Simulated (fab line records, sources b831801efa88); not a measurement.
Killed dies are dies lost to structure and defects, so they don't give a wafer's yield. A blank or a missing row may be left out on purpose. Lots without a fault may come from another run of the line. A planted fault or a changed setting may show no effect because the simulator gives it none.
One fault seen from 2 desks | flow gf180mcu | each desk has only its own numbers; what lay behind them comes last

THE METROLOGY DESK
What the gauges read, lot by lot, whatever tool the lot ran on: means of the sampled wafers that have a number. A lot is out of limits, marked OUT, if its mean lies more than 4 standard deviations from the usual mean; the brackets give that distance.
Columns: A = CONTACT_W_RS at GF_CONTACT_RS_MEAS_25, usual 0.382 ohm/sq; B = CONTACT_W_THK at GF_CONTACT_THK_MEAS_26, usual 296 nm; C = M1_ALCU_RS at GF_M1_RS_MEAS_05, usual 0.0696 ohm/sq; D = M1_ALCU_THK at GF_M1_THK_MEAS_06, usual 443 nm; E = cd_nm at GF_M1_CD_MEAS_14, usual 230.0 nm; F = M1_OVL at GF_M1_OVL_MEAS_15, usual -5 nm
lot  | first seen here | A     | B   | C      | D   | E     | F
L740 | day 16 20:48    | 0.383 | 297 | 0.0706 | 435 | 228.8 | -6
L744 | day 18 10:37    | 0.383 | 294 | 0.0686 | 449 | 229.4 | -4
L746 | day 19 02:52    | 0.376 | 299 | 0.0695 | 443 | 229.2 | -10
L749 | day 20 05:44    | 0.383 | 292 | 0.0697 | 442 | 230.1 | -6
L755 | day 22 13:20    | 0.384 | 294 | 0.0710 | 435 | 230.4 | -10
This desk's finding: nothing out of limits on any of the 5 lots.

THE TOOL OWNER'S DESK: pvd_sputter-04
The tool's own readings at GF_M1_SPUTTER_02 (material AlCu, target thk 450 nm, time 23.9 s): means of the sampled wafers that have a number, for each lot that ran on this tool. A lot is out of limits, marked OUT, if its mean lies more than 4 standard deviations from the usual mean; the brackets give that distance.
Columns: A = chamber_pressure_pa at GF_M1_SPUTTER_02, usual 0.3999 Pa; B = throttle_valve_pct at GF_M1_SPUTTER_02, usual 30.2 %
lot  | first seen here | A      | B
L740 | day 16 21:22    | 0.3993 | 30.6
L749 | day 20 06:19    | 0.3998 | 30.5
L755 | day 22 13:56    | 0.4003 | 30.4
This desk's finding: nothing out of limits on any of the 3 lots.

PUT TOGETHER
The metrology desk saw nothing out of limits.
The tool owner's desk saw nothing out of limits.

WHAT THE SIMULATOR HAD PUT IN
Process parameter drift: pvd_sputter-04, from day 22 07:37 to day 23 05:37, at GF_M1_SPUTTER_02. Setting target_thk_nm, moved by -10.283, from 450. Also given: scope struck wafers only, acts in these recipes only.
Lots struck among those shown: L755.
